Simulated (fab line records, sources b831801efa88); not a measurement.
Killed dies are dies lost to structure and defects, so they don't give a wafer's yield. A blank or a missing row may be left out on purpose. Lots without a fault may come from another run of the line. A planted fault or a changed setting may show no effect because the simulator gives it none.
Which tool did it? | flow sky130 | 24 lots, 72 wafers sampled, at 4 steps of a route of 708

WHAT THE GAUGES READ, wafer by wafer
SKY_VT_ADJUST_HVTP_CD_MEAS_07: target cd 380 nm.
lot  | measured     | on        | cd_nm (nm)
L074 | day 6 13:23  | cd_sem-01 | 378.3 381.3 379.2
L075 | day 6 14:13  | cd_sem-02 | 380.0 379.2 382.5
L076 | day 6 21:50  | cd_sem-01 | 375.6 376.2 378.1
L077 | day 6 22:08  | cd_sem-02 | 382.0 383.2 380.1
L078 | day 7 06:19  | cd_sem-01 | 379.2 379.3 378.7
L079 | day 7 10:47  | cd_sem-02 | 378.2 376.8 380.5
L081 | day 7 22:17  | cd_sem-01 | 377.4 378.2 380.6
L080 | day 8 00:14  | cd_sem-02 | 379.0 378.4 378.7
L082 | day 8 05:07  | cd_sem-01 | 382.5 381.7 380.5
L083 | day 8 13:38  | cd_sem-01 | 381.2 380.1 379.9
L084 | day 8 19:20  | cd_sem-01 | 380.1 378.2 379.1
L085 | day 9 01:03  | cd_sem-01 | 377.8 379.4 378.2
L086 | day 9 08:41  | cd_sem-01 | 380.7 380.5 382.9
L087 | day 9 13:10  | cd_sem-02 | 379.4 381.4 380.2
L088 | day 9 19:44  | cd_sem-01 | 377.4 379.3 377.3
L089 | day 10 03:13 | cd_sem-02 | 380.7 383.3 380.3
L090 | day 10 10:08 | cd_sem-01 | 382.7 381.6 382.5
L091 | day 10 14:22 | cd_sem-02 | 376.4 376.6 377.2
L092 | day 10 19:53 | cd_sem-01 | 381.5 380.4 380.8
L093 | day 11 03:28 | cd_sem-02 | 378.2 378.0 379.0
L094 | day 11 09:02 | cd_sem-02 | 379.2 378.6 380.8
L095 | day 11 20:58 | cd_sem-02 | 379.4 381.0 376.6
L096 | day 12 00:28 | cd_sem-02 | 378.0 377.0 378.7
L097 | day 12 08:45 | cd_sem-02 | 379.9 378.0 380.1

SKY_VT_ADJUST_LVTN_OVL_MEAS_18.
lot  | measured     | on         | VT_ADJUST_LVTN_01_OVL (nm)
L074 | day 8 04:13  | overlay-02 | -1.1 -2.0 -0.3
L075 | day 8 05:51  | overlay-02 | -2.0 -2.1 -2.4
L076 | day 8 14:14  | overlay-01 | -0.3 -1.6 0.0
L077 | day 8 14:43  | overlay-02 | 0.0 -0.6 0.0
L078 | day 9 00:05  | overlay-01 | 1.2 2.6 2.3
L079 | day 9 04:05  | overlay-02 | 0.5 1.1 0.2
L081 | day 9 16:38  | overlay-01 | -1.4 0.1 0.1
L080 | day 9 18:46  | overlay-01 | 0.8 1.9 1.8
L082 | day 10 00:29 | overlay-01 | 0.4 1.8 1.3
L083 | day 10 09:49 | overlay-02 | -3.2 -2.7 -1.3
L084 | day 10 16:02 | overlay-02 | -1.0 -1.1 -0.4
L085 | day 10 22:24 | overlay-02 | 0.4 -3.1 -0.7
L086 | day 11 05:20 | overlay-01 | -0.4 -0.5 -0.9
L087 | day 11 11:34 | overlay-02 | 0.4 3.3 2.1
L088 | day 11 16:35 | overlay-02 | -1.0 -0.6 0.6
L089 | day 12 01:41 | overlay-01 | 0.6 -0.4 0.4
L090 | day 12 10:29 | overlay-01 | 0.4 1.9 -0.1
L091 | day 12 13:31 | overlay-01 | -0.9 -1.6 0.5
L092 | day 12 19:35 | overlay-01 | 0.4 -0.3 1.6
L093 | day 13 02:58 | overlay-02 | 1.6 0.9 -1.3
L094 | day 13 10:11 | overlay-02 | -0.3 -1.3 -2.4
L095 | day 13 22:41 | overlay-02 | -0.7 -1.7 -1.4
L096 | day 14 02:44 | overlay-01 | 0.9 0.0 -1.7
L097 | day 14 11:35 | overlay-01 | -1.1 -1.8 0.6

WHICH TOOL RAN EACH LOT (tool, then ch and the chambers of the sampled wafers, then the start)
lot  | SKY_FIELD_ISO_ETCH_15             | SKY_FIELD_ISO_CMP_27
L074 | rie_diel-02 ch 2,3, day 2 06:35   | cmp-01 ch 0,1,2, day 2 14:49
L075 | rie_diel-02 ch 0,1, day 2 10:05   | cmp-02 ch 0,1,3, day 2 19:17
L076 | rie_diel-03 ch 1,2, day 2 15:28   | cmp-01 ch 0,2, day 3 03:46
L077 | rie_diel-01 ch 0,1,2, day 2 20:11 | cmp-02 ch 1,3, day 3 03:53
L078 | rie_diel-01 ch 0,1, day 3 02:05   | cmp-02 ch 0,3, day 3 07:49
L079 | rie_diel-02 ch 0,2,3, day 3 09:20 | cmp-02 ch 1,2, day 3 12:43
L081 | rie_diel-03 ch 0,1,2, day 3 18:19 | cmp-02 ch 1,2,3, day 3 21:44
L080 | rie_diel-02 ch 2,3, day 3 18:50   | cmp-01 ch 1,3, day 3 23:14
L082 | rie_diel-02 ch 2,3, day 3 23:17   | cmp-01 ch 1,3, day 4 04:16
L083 | rie_diel-01 ch 1,3, day 4 04:23   | cmp-01 ch 0,1,2, day 4 09:55
L084 | rie_diel-01 ch 1,2, day 4 10:29   | cmp-02 ch 0,2,3, day 4 14:28
L085 | rie_diel-02 ch 0,2,3, day 4 13:05 | cmp-02 ch 1,2,3, day 4 21:27
L086 | rie_diel-01 ch 1,2,3, day 4 19:38 | cmp-02 ch 1,2,3, day 5 01:22
L087 | rie_diel-03 ch 1,2, day 5 00:50   | cmp-01 ch 2,3, day 5 06:09
L088 | rie_diel-03 ch 0,1,3, day 5 06:07 | cmp-02 ch 0,2,3, day 5 10:44
L089 | rie_diel-01 ch 1,3, day 5 11:05   | cmp-01 ch 1,2, day 5 17:08
L090 | rie_diel-02 ch 1,2,3, day 5 17:34 | cmp-01 ch 2,3, day 5 21:28
L091 | rie_diel-02 ch 1,2,3, day 5 22:22 | cmp-01 ch 0,3, day 6 02:36
L092 | rie_diel-03 ch 0,1,2, day 6 02:34 | cmp-02 ch 1,2,3, day 6 06:28
L093 | rie_diel-03 ch 0,1,3, day 6 09:23 | cmp-01 ch 1,2,3, day 6 12:52
L094 | rie_diel-03 ch 0,3, day 6 14:05   | cmp-01 ch 0,1,2, day 6 18:10
L095 | rie_diel-03 ch 1,2,3, day 6 18:41 | cmp-02 ch 1,2, day 7 00:56
L096 | rie_diel-01 ch 0,1,3, day 6 22:38 | cmp-01 ch 0,3, day 7 06:23
L097 | rie_diel-02 ch 1,2,3, day 7 07:26 | cmp-02 ch 2,3, day 7 12:09
- SKY_FIELD_ISO_ETCH_15: etches the open film in CHF3/O2, stops on Si, target depth 180 nm, time 72 s.
- SKY_FIELD_ISO_CMP_27: polishes, stops on Si3N4, t overpolish 16 s, target thk 457.8 nm.

WHAT THE TOOLS THEMSELVES READ (means of the sampled wafers that have a number; where no wafer has one, the mark that the record gives instead)
SKY_FIELD_ISO_ETCH_15.
lot  | tool        | bias_w (W) | chf3_flow_sccm (sccm) | drypump_motor_current_A (A) | oes_product_au (a.u.) | throttle_valve_pct (%)
L074 | rie_diel-02 | 200.0      | 50.15                 | 5.6                         | 0.952                 | 8.856
L075 | rie_diel-02 | 200.1      | 50.09                 | 5.3                         | 0.955                 | 8.860
L076 | rie_diel-03 | 200.6      | 49.87                 | 6.0                         | 0.940                 | 8.844
L077 | rie_diel-01 | 200.5      | 50.01                 | 6.3                         | 0.955                 | 8.840
L078 | rie_diel-01 | 200.3      | 49.99                 | 6.2                         | 0.948                 | 8.854
L079 | rie_diel-02 | 200.2      | 49.98                 | 5.5                         | 0.943                 | 8.849
L081 | rie_diel-03 | 199.8      | 50.07                 | 5.7                         | 0.944                 | 8.842
L080 | rie_diel-02 | 199.7      | 50.03                 | 5.7                         | 0.939                 | 8.851
L082 | rie_diel-02 | 200.1      | 50.02                 | 5.7                         | 0.945                 | 8.850
L083 | rie_diel-01 | 200.0      | 50.09                 | 5.7                         | 0.951                 | 8.835
L084 | rie_diel-01 | 200.1      | 49.88                 | 6.0                         | 0.949                 | 8.839
L085 | rie_diel-02 | 199.8      | 50.12                 | 5.5                         | 0.956                 | 8.855
L086 | rie_diel-01 | 199.8      | 49.93                 | 5.7                         | 0.949                 | 8.846
L087 | rie_diel-03 | 200.0      | 50.02                 | 5.9                         | 0.949                 | 8.851
L088 | rie_diel-03 | 199.5      | 50.15                 | 5.7                         | 0.940                 | 8.838
L089 | rie_diel-01 | 200.2      | 49.94                 | 5.4                         | 0.949                 | 8.860
L090 | rie_diel-02 | 200.2      | 50.06                 | 5.7                         | 0.942                 | 8.847
L091 | rie_diel-02 | 200.3      | 50.01                 | 5.7                         | 0.949                 | 8.849
L092 | rie_diel-03 | 200.6      | 50.00                 | 5.7                         | 0.945                 | 8.846
L093 | rie_diel-03 | 199.7      | 50.17                 | 5.7                         | 0.940                 | 8.835
L094 | rie_diel-03 | 200.2      | 50.04                 | 5.6                         | 0.940                 | 8.844
L095 | rie_diel-03 | 200.2      | 49.98                 | 6.0                         | 0.940                 | 8.839
L096 | rie_diel-01 | 200.2      | 49.91                 | 5.9                         | 0.947                 | 8.845
L097 | rie_diel-02 | 199.7      | 49.94                 | 5.7                         | 0.948                 | 8.846

SKY_FIELD_ISO_CMP_27.
lot  | tool   | motor_current_A (A) | overpolish_run_s (s) | time_to_endpoint_s (s)
L074 | cmp-01 | 11.7                | 15.994               | 109
L075 | cmp-02 | 10.7                | 16.004               | 112
L076 | cmp-01 | 12.0                | 16.000               | 110
L077 | cmp-02 | 11.1                | 16.006               | 110
L078 | cmp-02 | 10.9                | 16.004               | 111
L079 | cmp-02 | 12.2                | 16.001               | 109
L081 | cmp-02 | 12.0                | 15.998               | 108
L080 | cmp-01 | 12.7                | 15.993               | 115
L082 | cmp-01 | 12.9                | 16.002               | 113
L083 | cmp-01 | 11.2                | 15.994               | 109
L084 | cmp-02 | 11.6                | 15.995               | 106
L085 | cmp-02 | 11.6                | 15.987               | 109
L086 | cmp-02 | 11.8                | 15.997               | 105
L087 | cmp-01 | 13.1                | 15.999               | 109
L088 | cmp-02 | 11.5                | 15.998               | 105
L089 | cmp-01 | 12.6                | 15.984               | 110
L090 | cmp-01 | 12.7                | 16.000               | 108
L091 | cmp-01 | 10.5                | 16.006               | 115
L092 | cmp-02 | 11.4                | 15.999               | 113
L093 | cmp-01 | 12.9                | 15.995               | 114
L094 | cmp-01 | 11.7                | 15.994               | 112
L095 | cmp-02 | 11.7                | 16.004               | 108
L096 | cmp-01 | 12.0                | 16.006               | 113
L097 | cmp-02 | 11.8                | 16.004               | 106

THE ANSWER, worked out from the rows above alone
Rule: what is usual is taken from the lots themselves. Put in order of their means at a reading, lots are off if they are a third of the lots or fewer, leave a main group of 4 or more, and stand apart from it by a gap of 3 or more times the standard deviation of the main group's means; of several such gaps the widest counts. A main group whose means are all the same, to the digits that the tables above print for the reading, isn't used. A lot without any number at a reading at which 4 lots or more have one is off too. The other lots that the step has rows for count as sound. The gauges are gone through in route order, then the tools' own readings, and for those a lot's mean is taken as printed above. The first step at which some lot is off is used, and at that step the reading that is off furthest; a lot without a number counts as furthest.
No lot is off at any reading shown: from this, nothing can be told.

WHAT THE SIMULATOR HAD PUT IN
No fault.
